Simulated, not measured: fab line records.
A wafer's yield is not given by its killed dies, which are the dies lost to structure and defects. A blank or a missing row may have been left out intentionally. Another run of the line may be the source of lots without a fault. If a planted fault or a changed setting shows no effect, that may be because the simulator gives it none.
Which of the tools did it? -- flow gf180mcu -- 14 lots, 42 wafers sampled, at 4 steps of a route of 602

WHAT EACH GAUGE READ, for each wafer
GF_CONTACT_THK_MEAS_26: measures by xrf.
lot,measured,on,CONTACT_W_THK (nm)
L252,day 16 16:01,film-metro-04,309 310 307
L253,day 17 02:35,film-metro-03,309 308 309
L254,day 17 15:56,film-metro-03,308 300 303
L255,day 17 21:09,film-metro-04,302 301 301
L256,day 18 01:52,film-metro-04,302 308 301
L257,day 18 07:41,film-metro-04,297 302 301
L264,day 21 00:18,film-metro-04,301 302 312
L265,day 21 07:18,film-metro-04,305 308 306
L268,day 22 14:17,film-metro-03,303 307 303
L270,day 23 00:56,film-metro-04,303 304 303
L271,day 23 05:55,film-metro-04,308 313 315
L272,day 23 22:43,film-metro-03,311 307 307
L273,day 24 00:46,film-metro-04,306 309 307
L274,day 24 06:37,film-metro-03,304 298 307

GF_V1_CD_MEAS_14: the cd target is 260 nm.
lot,measured,on,cd-nm (nm)
L252,day 18 16:59,cd-sem-02,259.1 258.9 261.2
L253,day 19 03:38,cd-sem-01,258.5 258.6 259.2
L254,day 19 18:22,cd-sem-02,260.5 259.4 260.3
L255,day 19 23:50,cd-sem-02,260.7 261.8 260.9
L264,day 23 01:14,cd-sem-02,259.6 260.5 260.8
L265,day 23 08:23,cd-sem-01,261.2 260.6 261.4
L268,day 24 13:05,cd-sem-02,258.8 257.8 259.3
L270,day 25 00:17,cd-sem-02,261.3 260.0 260.9
L271,day 25 04:32,cd-sem-02,259.0 258.2 259.6
L272,day 25 19:49,cd-sem-01,258.7 259.0 258.1
L273,day 25 21:25,cd-sem-02,261.7 261.1 261.1
L274,day 26 03:36,cd-sem-01,259.7 258.8 258.7

WHICH TOOL RAN EACH LOT (tool, then ch and the chambers of the sampled wafers, then the start)
lot,GF_CONTACT_CMP_27,GF_M1_SPUTTER_01
L252,"cmp-01 ch 0,1,2, day 16 16:04","pvd-sputter-03, day 16 16:28"
L253,"cmp-01 ch 0,1,2, day 17 02:45","pvd-sputter-01, day 17 03:03"
L254,"cmp-01 ch 0,2,3, day 17 15:59","pvd-sputter-01, day 17 16:23"
L255,"cmp-02 ch 0,1,3, day 17 21:12","pvd-sputter-01, day 17 21:36"
L256,"cmp-01 ch 1,2,3, day 18 01:55",-
L257,"cmp-02 ch 0,1,3, day 18 07:44",-
L264,"cmp-01 ch 0,1, day 21 00:21","pvd-sputter-01, day 21 00:45"
L265,"cmp-01 ch 0,1,2, day 21 07:22","pvd-sputter-04, day 21 07:46"
L268,"cmp-01 ch 1,2, day 22 14:21","pvd-sputter-01, day 22 14:45"
L270,"cmp-02 ch 1,2, day 23 00:59","pvd-sputter-03, day 23 01:24"
L271,"cmp-02 ch 0,1,2, day 23 06:02","pvd-sputter-04, day 23 06:23"
L272,"cmp-01 ch 0,1,2, day 23 23:03","pvd-sputter-01, day 23 23:21"
L273,"cmp-01 ch 1,2,3, day 24 01:07","pvd-sputter-04, day 24 01:25"
L274,"cmp-01 ch 2,3, day 24 06:43","pvd-sputter-03, day 24 07:04"
- GF_CONTACT_CMP_27: polishes, stops on SiO2, t overpolish 15 s, target thk 0 nm.
- GF_M1_SPUTTER_01: material TiN, target thk 30 nm, time 25 s.

AS READ BY THE TOOLS THEMSELVES (means over the sampled wafers that have a number; for cases with no such wafer, the mark the record gives instead)
GF_CONTACT_CMP_27.
lot,tool,edge-zone-pressure-frac,head-pressure-psi (psi),motor-current-A (A),overpolish-run-s (s),retaining-ring-pressure-frac,time-to-endpoint-s (s)
L252,cmp-01,0.997,3.497,12.6,14.997,0.998,72.5
L253,cmp-01,1.003,3.502,12.7,14.994,0.996,76.3
L254,cmp-01,1.003,3.496,12.5,14.989,0.999,70.0
L255,cmp-02,1.000,3.502,10.9,14.999,1.001,70.9
L256,cmp-01,-,-,-,-,-,-
L257,cmp-02,-,-,-,-,-,-
L264,cmp-01,0.998,3.508,13.2,14.997,1.001,77.3
L265,cmp-01,1.000,3.498,12.2,15.001,0.996,78.2
L268,cmp-01,0.996,3.508,12.6,14.995,1.000,77.8
L270,cmp-02,0.999,3.501,11.2,14.993,1.001,75.0
L271,cmp-02,0.999,3.498,11.1,15.010,1.001,71.9
L272,cmp-01,1.008,3.496,12.8,15.005,0.998,73.7
L273,cmp-01,0.999,3.499,12.5,15.004,1.001,73.5
L274,cmp-01,1.003,3.501,11.9,14.996,0.994,71.5

GF_M1_SPUTTER_01.
lot,tool,throttle-valve-pct (%)
L252,pvd-sputter-03,30.4
L253,pvd-sputter-01,31.4
L254,pvd-sputter-01,31.0
L255,pvd-sputter-01,30.8
L264,pvd-sputter-01,31.5
L265,pvd-sputter-04,30.6
L268,pvd-sputter-01,31.7
L270,pvd-sputter-03,30.5
L271,pvd-sputter-04,31.4
L272,pvd-sputter-01,30.6
L273,pvd-sputter-04,31.3
L274,pvd-sputter-03,31.0

THE ANSWER, worked out from the rows above alone
Rule: the lots themselves supply what counts as usual. Put in order of their means at a reading, lots are off if they are a third of the lots or fewer, leave a main group of 4 or more, and stand apart from it by a gap of 3 or more times the standard deviation of the main group's means; of several such gaps the widest counts. A main group is skipped when, at the precision printed for the reading in the tables above, its means are all equal. Also off: a lot with no number at a reading for which 4 or more lots have one. Any other lot the step has rows for is counted as sound. First the gauges in route order, then the tools' own readings, where a lot's mean is used as printed above. The first step at which some lot is off is used, and at that step the reading that is off furthest; a lot without a number counts as furthest.
Off, at GF_CONTACT_CMP_27 on edge-zone-pressure-frac: L256, L257. Without a number there: L256, L257. Main group: mean 1.000, sd 0.0032.
If a tool, at that step or one of the process steps before it, ran each lot that is off and ran no sound lot following the first of them, it fits. Of those tried, none fits.

WHAT WAS PUT IN BY THE SIMULATOR
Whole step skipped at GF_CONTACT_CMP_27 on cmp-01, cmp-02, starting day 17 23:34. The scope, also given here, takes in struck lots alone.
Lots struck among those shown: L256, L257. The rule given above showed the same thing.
